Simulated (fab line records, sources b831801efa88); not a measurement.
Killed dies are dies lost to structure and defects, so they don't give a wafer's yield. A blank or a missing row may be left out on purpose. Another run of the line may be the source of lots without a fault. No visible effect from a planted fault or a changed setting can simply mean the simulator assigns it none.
A lot that was struck, set against a sound lot + flow sfqLine + 42 steps out of a route of 325
Sound: the wafers L424.1, L424.3, L424.4. Struck: wafer L431.1 (L431.3, L431.5, from the same lot, were not struck and are left out); the cause is given at the end.
Order at every step that has rows: each side's tool, ch and its chambers, its first start. Under that, the readings that differ: sound wafers + struck wafers + difference of the means + sigmas: that difference in standard deviations of wafers without a fault.
alike: words and numbers the same on both sides, and readings whose means are apart by under 2 such deviations; not compared: readings that were withheld, readings missing a value for some wafer, numbers with overlapping values and no deviation given by the record, and bounds like >300 which may hide the same value.
Wherever a step has rows on one side only, a row that says differs or no value, or a row with sigmas, the two part there. Numbers that have no deviation but don't overlap get no sigmas and don't part them. A reading missing from all wafers of one side parts the sides only when that side holds two or more wafers.

first, 6 steps without rows for these wafers: SFQ_TRILAYER_I6_VIA_LITHO_COAT_174 (resist thk 62 nm); SFQ_TRILAYER_I6_VIA_LITHO_COAT_169 (resist thk 650 nm); SFQ_TRILAYER_I6_VIA_LITHO_SOFTBAKE_173; SFQ_TRILAYER_I6_VIA_LITHO_EXPOSE_170 (exposes mask I6, target cd 700 nm); SFQ_TRILAYER_I6_VIA_LITHO_PEB_172 (peb time 60 s); SFQ_TRILAYER_I6_VIA_LITHO_DEVELOP_171 (time 60 s).
SFQ_I6_OVL_MEAS_942:
  sound on overlay-02, day 63 04:47; struck on overlay-02, day 76 14:50
  alike: I6_OVL
then, 1 step without rows for these wafers: SFQ_TRILAYER_I6_VIA_BARC_OPEN_VIA_ETCH_235 (etches BARC in O2, target depth 125 nm, time 41.7 s).
SFQ_TRILAYER_I6_VIA_ETCH_VIA_ETCH_172: etches SiO2 in CHF3, stops on Nb, target depth 260 nm.
  sound on rieDiel-02 ch 0,2,3, day 63 04:51; struck on rieDiel-03 ch 0, day 76 14:54
| reading                  | sound             | struck | difference | sigmas |
|--------------------------|-------------------|--------|------------|--------|
| drypumpMotorCurrentA (A) | 5.4 5.1 6.5       | 6.7    | +1.0       | +2     |
| oesProductAu (a.u.)      | 0.862 0.860 0.853 | 0.847  | -0.011     | -2     |
then, 3 steps without rows for these wafers: SFQ_TRILAYER_I6_VIA_STRIP_STRIP_173 (strips in O2); SFQ_TRILAYER_I6_VIA_STRIP_SOLV_CLEAN_174 (cleans in NMP, time 600 s); SFQ_TRILAYER_M7_DEP_PRE_CLEAN_176 (time 22.5 s).
SFQ_TRILAYER_M7_DEP_SPUTTER_175: material Nb, target thk 200 nm, time 133.3 s.
  sound on pvdSputter-04, day 63 05:46; struck on pvdSputter-04, day 76 15:50
| reading                                            | sound           | struck | difference | sigmas |
|----------------------------------------------------|-----------------|--------|------------|--------|
| model.Nb_of_TRILAYER_M7_DEP_SPUTTER_175.thkNm (nm) | 200.4 199.9 199 | 252.5  | +52.7      |        |
  alike: throttleValvePct
SFQ_M7_RS_MEAS_943: uses a four-point probe to measure.
  sound on filmMetro-02, day 63 05:52; struck on filmMetro-04, day 76 15:56
| reading           | sound             | struck | difference | sigmas |
|-------------------|-------------------|--------|------------|--------|
| M7_NB_RS (ohm/sq) | 0.889 0.893 0.895 | 0.704  | -0.188     | -16    |
then, 6 steps without rows for these wafers: SFQ_TRILAYER_M7_LITHO_COAT_182 (resist thk 62 nm); SFQ_TRILAYER_M7_LITHO_COAT_177 (resist thk 600 nm); SFQ_TRILAYER_M7_LITHO_SOFTBAKE_181; SFQ_TRILAYER_M7_LITHO_EXPOSE_178 (exposes mask M7, target cd 500 nm); SFQ_TRILAYER_M7_LITHO_PEB_180 (peb time 60 s); SFQ_TRILAYER_M7_LITHO_DEVELOP_179 (time 60 s).
-- the record jumps here: 2 days lie between the struck wafers' starts before and after --
SFQ_M7_OVL_MEAS_945:
  sound on overlay-01, day 67 18:21; struck on overlay-01, day 79 00:31
  alike: M7_OVL
then, 1 step without rows for these wafers: SFQ_TRILAYER_M7_BARC_OPEN_METAL_ETCH_229 (etches BARC in O2, target depth 125 nm, time 41.7 s).
SFQ_TRILAYER_M7_ETCH_METAL_ETCH_180: etches Nb in Cl2/Ar, stops on SiO2, target depth 240 nm, time 120 s.
  sound on rieMetal-01 ch 0,1, day 67 18:26; struck on rieMetal-04 ch 1, day 79 00:37
| reading             | sound             | struck | difference | sigmas |
|---------------------|-------------------|--------|------------|--------|
| oesProductAu (a.u.) | 0.893 0.896 0.890 | 1.013  | +0.120     | +14    |
  alike: drypumpMotorCurrentA
  not compared: rfHoursCounterH
SFQ_TRILAYER_M7_STRIP_STRIP_181: strips in O2.
  sound on rieMetal-01 ch 0,1, day 67 18:34; struck on rieMetal-04 ch 1, day 79 00:44
  alike: drypumpMotorCurrentA, oesProductAu
  not compared: rfHoursCounterH
then, 1 step without rows for these wafers: SFQ_TRILAYER_M7_STRIP_SOLV_CLEAN_182 (cleans in NMP, time 600 s).
SFQ_TRILAYER_I7_DEP_PECVD_183: deposits SiO2 from SiH4/N2O, time 111.11 s, target thk 500 nm.
  sound on pecvd-03 ch 1,2, day 67 19:20; struck on pecvd-03 ch 0, day 79 01:31
  alike: heaterPowerW, throttleValvePct
then, 1 step without rows for these wafers: SFQ_TRILAYER_I7_CMP_CMP_184 (polishes SiO2).
SFQ_I7_BOW_MEAS_946:
  sound on filmMetro-04, day 68 01:25; struck on filmMetro-02, day 79 12:08
  alike: I7_BOW
SFQ_TRILAYER_I7_METRO_MEASURE_185:
  sound on filmMetro-04, day 68 01:32; struck on filmMetro-02, day 79 12:16
  alike: thkNm
then, 6 steps without rows for these wafers: SFQ_TRILAYER_I7_VIA_LITHO_COAT_192 (resist thk 62 nm); SFQ_TRILAYER_I7_VIA_LITHO_COAT_187 (resist thk 650 nm); SFQ_TRILAYER_I7_VIA_LITHO_SOFTBAKE_191; SFQ_TRILAYER_I7_VIA_LITHO_EXPOSE_188 (exposes mask I7, target cd 1000 nm); SFQ_TRILAYER_I7_VIA_LITHO_PEB_190 (peb time 60 s); SFQ_TRILAYER_I7_VIA_LITHO_DEVELOP_189 (time 60 s).
SFQ_I7_OVL_MEAS_947:
  sound on overlay-02, day 72 16:34; struck on overlay-01, day 79 23:49
  alike: I7_OVL
then, 2 steps without rows for these wafers: SFQ_TRILAYER_I7_VIA_BARC_OPEN_VIA_ETCH_260 (etches BARC in O2, target depth 125 nm, time 41.7 s); SFQ_TRILAYER_I7_VIA_ETCH_VIA_ETCH_190 (etches SiO2 in CHF3, stops on Nb, target depth 260 nm).
SFQ_TRILAYER_I7_VIA_STRIP_STRIP_191: strips in O2.
  sound on rieMetal-03 ch 0,1, day 72 16:46; struck on rieMetal-02 ch 1, day 80 00:01
| reading                  | sound       | struck | difference | sigmas |
|--------------------------|-------------|--------|------------|--------|
| drypumpMotorCurrentA (A) | 5.5 6.1 5.5 | 6.5    | +0.8       | +2     |
  alike: oesProductAu
  not compared: rfHoursCounterH
then, 2 steps without rows for these wafers: SFQ_TRILAYER_I7_VIA_STRIP_SOLV_CLEAN_192 (cleans in NMP, time 600 s); SFQ_TRILAYER_M8_LITHO_LOR_COAT_197.
-- the record jumps here: 3 days lie between the struck wafers' starts before and after --
SFQ_M8_BOW_MEAS_951:
  sound on filmMetro-03, day 75 22:47; struck on filmMetro-03, day 83 08:24
| reading                     | sound                | struck | difference | sigmas |
|-----------------------------|----------------------|--------|------------|--------|
| model.etest.m7.combLog10Ohm | 12 12 12             | 0      | -12        |        |
| model.etest.m7.ohmSq        | 0.8887 0.8909 0.8948 | 0.7054 | -0.1861    |        |
  alike: M8_BOW

## WHERE THEY PART
Earliest at SFQ_TRILAYER_I6_VIA_ETCH_VIA_ETCH_172; latest, in this record, at SFQ_TRILAYER_I7_VIA_STRIP_STRIP_191. Later steps at which nothing parts them and some readings are alike: SFQ_M8_BOW_MEAS_951.

WHY: whatever the simulator had introduced
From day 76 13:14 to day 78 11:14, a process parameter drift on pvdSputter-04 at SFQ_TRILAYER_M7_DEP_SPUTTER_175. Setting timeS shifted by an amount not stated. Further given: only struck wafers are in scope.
